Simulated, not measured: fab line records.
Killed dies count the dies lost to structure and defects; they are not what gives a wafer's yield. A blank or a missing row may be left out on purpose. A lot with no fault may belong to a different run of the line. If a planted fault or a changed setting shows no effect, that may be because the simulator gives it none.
The tool behind it: which one? -- flow gf180mcu -- 14 lots with 42 wafers sampled at 2 steps, on a route of 602 steps

== WHAT THE GAUGES READ, wafer by wafer ==
GF_TOP_METAL_THK_MEAS_06: measures by xrf.
lot,measured,on,TOP_METAL_ALCU_THK (nm)
L543,day 27 06:55,film metro-01,893 869 891
L545,day 27 22:32,film metro-01,880 891 871
L546,day 28 08:05,film metro-04,886 899 894
L547,day 28 20:47,film metro-02,879 878 895
L548,day 28 21:56,film metro-01,869 890 888
L550,day 29 18:14,film metro-02,873 876 861
L551,day 29 20:48,film metro-02,851 854 856
L552,day 30 00:39,film metro-01,893 890 884
L554,day 30 17:55,film metro-01,886 888 873
L555,day 30 23:13,film metro-04,868 867 869
L562,day 32 16:44,film metro-02,888 878 902
L564,day 33 06:34,film metro-01,894 904 890
L565,day 33 11:54,film metro-01,887 901 893
L566,day 33 18:52,film metro-04,867 872 856

== EACH LOT AND THE TOOL THAT RAN IT (in order: tool; ch and the chambers of the sampled wafers; start) ==
lot,GF_M4_STRIP_18
L543,"wet bench-03 ch 1, day 23 09:38"
L545,"wet bench-02 ch 1, day 24 03:35"
L546,"wet bench-03 ch 0, day 24 14:18"
L547,"wet bench-01 ch 2, day 25 03:14"
L548,"wet bench-02 ch 0, day 25 05:53"
L550,"wet bench-02 ch 2, day 26 03:35"
L551,"wet bench-03 ch 2, day 26 07:26"
L552,"wet bench-03 ch 3, day 26 11:59"
L554,"wet bench-03 ch 1, day 27 06:44"
L555,"wet bench-03 ch 2, day 27 12:13"
L562,"wet bench-02 ch 3, day 29 11:14"
L564,"wet bench-03 ch 0, day 30 03:37"
L565,"wet bench-02 ch 1, day 30 11:11"
L566,"wet bench-02 ch 2, day 30 18:04"
- GF_M4_STRIP_18: strips in post etch residue remover, time 1200 s.

== WHAT THE TOOLS THEMSELVES READ (means of the sampled wafers that have a number; where no wafer has one, the mark that the record gives instead) ==
The record holds no such reading with a usual standard deviation.

== THE ANSWER, worked out from the rows above alone ==
Rule: usual is defined by the lots themselves. The widest of any qualifying gaps counts: lots, ordered by their means at a reading, are off when they make up no more than a third of the lots, leave a main group of 4 or more, and stand apart from it by 3 or more times the standard deviation of that group's means. The tables above print the reading to a certain number of digits; a main group whose means all agree to those digits is not used. Also off: a lot with no number at a reading for which 4 or more lots have one. Where the step has rows for the other lots, those lots are counted as sound. Order of review: gauges by route order, followed by the tools' own readings, for which a lot's mean as printed above is used. At the first step where some lot is off, the reading lying furthest off is the one used; lots without a number count as furthest.
No lot is off at any reading shown: from this, nothing can be told.

== WHAT THE SIMULATOR PUT IN ==
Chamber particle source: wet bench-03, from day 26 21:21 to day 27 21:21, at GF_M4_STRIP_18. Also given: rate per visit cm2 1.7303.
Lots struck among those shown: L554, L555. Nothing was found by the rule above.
